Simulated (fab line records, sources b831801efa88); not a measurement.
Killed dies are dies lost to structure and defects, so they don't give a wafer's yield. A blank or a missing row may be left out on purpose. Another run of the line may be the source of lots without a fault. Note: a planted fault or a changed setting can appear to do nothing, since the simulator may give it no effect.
Matching of chambers || flow sky130 || 4 sister chambers for SKY_LI_CONTACT_ETCH_15 on rieDiel-04
The step etches PSG in C4F8/O2/Ar, stops on Si, target depth 600 nm. 18 wafers are shown with their chamber, then 9 later ones without.

== WAFERS, EACH WITH ITS CHAMBER ==
{"wafer": "L074.1", "chamber": 0, "oesProductAu (a.u.)": 0.841}
{"wafer": "L074.3", "chamber": 2, "oesProductAu (a.u.)": 0.841}
{"wafer": "L074.5", "chamber": 0, "oesProductAu (a.u.)": 0.835}
{"wafer": "L077.1", "chamber": 0, "oesProductAu (a.u.)": 0.837}
{"wafer": "L077.4", "chamber": 3, "oesProductAu (a.u.)": 0.834}
{"wafer": "L077.6", "chamber": 0, "oesProductAu (a.u.)": 0.836}
{"wafer": "L078.2", "chamber": 2, "oesProductAu (a.u.)": 0.830}
{"wafer": "L078.3", "chamber": 1, "oesProductAu (a.u.)": 0.841}
{"wafer": "L078.4", "chamber": 0, "oesProductAu (a.u.)": 0.831}
{"wafer": "L084.1", "chamber": 3, "oesProductAu (a.u.)": 0.837}
{"wafer": "L084.2", "chamber": 2, "oesProductAu (a.u.)": 0.835}
{"wafer": "L084.5", "chamber": 2, "oesProductAu (a.u.)": 0.836}
{"wafer": "L090.1", "chamber": 2, "oesProductAu (a.u.)": 0.834}
{"wafer": "L090.2", "chamber": 0, "oesProductAu (a.u.)": 0.831}
{"wafer": "L090.3", "chamber": 3, "oesProductAu (a.u.)": 0.827}
{"wafer": "L090.4", "chamber": 1, "oesProductAu (a.u.)": 0.833}
{"wafer": "L090.5", "chamber": 1, "oesProductAu (a.u.)": 0.834}
{"wafer": "L090.6", "chamber": 0, "oesProductAu (a.u.)": 0.835}

SIGNATURES (means of the wafers above)
{"reading": "oesProductAu", "chamber 0": 0.83514, "chamber 1": 0.83600, "chamber 2": 0.83520, "chamber 3": 0.83267, "scatter within a chamber": 0.00402}
Rule: for a wafer and a chamber, the distance is found by dividing, reading by reading, the gap between the wafer's reading and the chamber's mean by the reading's scatter, squaring, summing and taking the root. If the next closest chamber is less than 2 further off than the closest, the wafer can't be placed; otherwise it belongs to the closest. The scatter: take each reading less its chamber's mean, square it, sum over the shown wafers, divide by the number of wafers less the number of chambers, and take the root.

== WAFERS MISSING THEIR CHAMBER ==
{"wafer": "L094.1", "oesProductAu (a.u.)": 0.833}
{"wafer": "L094.2", "oesProductAu (a.u.)": 0.843}
{"wafer": "L094.3", "oesProductAu (a.u.)": 0.839}
{"wafer": "L094.4", "oesProductAu (a.u.)": 0.843}
{"wafer": "L094.5", "oesProductAu (a.u.)": 0.838}
{"wafer": "L094.6", "oesProductAu (a.u.)": 0.844}
{"wafer": "L097.2", "oesProductAu (a.u.)": 0.834}
{"wafer": "L097.5", "oesProductAu (a.u.)": 0.834}
{"wafer": "L097.6", "oesProductAu (a.u.)": 0.836}

== EACH ONE'S CHAMBER ==
{"wafer": "L094.1", "from the rows above": "can't be placed: 3 or 0 or 2 or 1", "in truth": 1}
{"wafer": "L094.2", "from the rows above": "can't be placed: 1 or 2 or 0 or 3", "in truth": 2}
{"wafer": "L094.3", "from the rows above": "can't be placed: 1 or 2 or 0 or 3", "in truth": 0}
{"wafer": "L094.4", "from the rows above": "can't be placed: 1 or 2 or 0 or 3", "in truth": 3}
{"wafer": "L094.5", "from the rows above": "can't be placed: 1 or 2 or 0 or 3", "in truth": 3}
{"wafer": "L094.6", "from the rows above": "can't be placed: 1 or 2 or 0 or 3", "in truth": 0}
{"wafer": "L097.2", "from the rows above": "can't be placed: 0 or 2 or 3 or 1", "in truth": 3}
{"wafer": "L097.5", "from the rows above": "can't be placed: 0 or 2 or 3 or 1", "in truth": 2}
{"wafer": "L097.6", "from the rows above": "can't be placed: 1 or 2 or 0 or 3", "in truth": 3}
Correct placement for 0 of the 9. From these rows, 9 cannot be placed; in 9 the true chamber is one of the candidates. 0 placed wrongly.
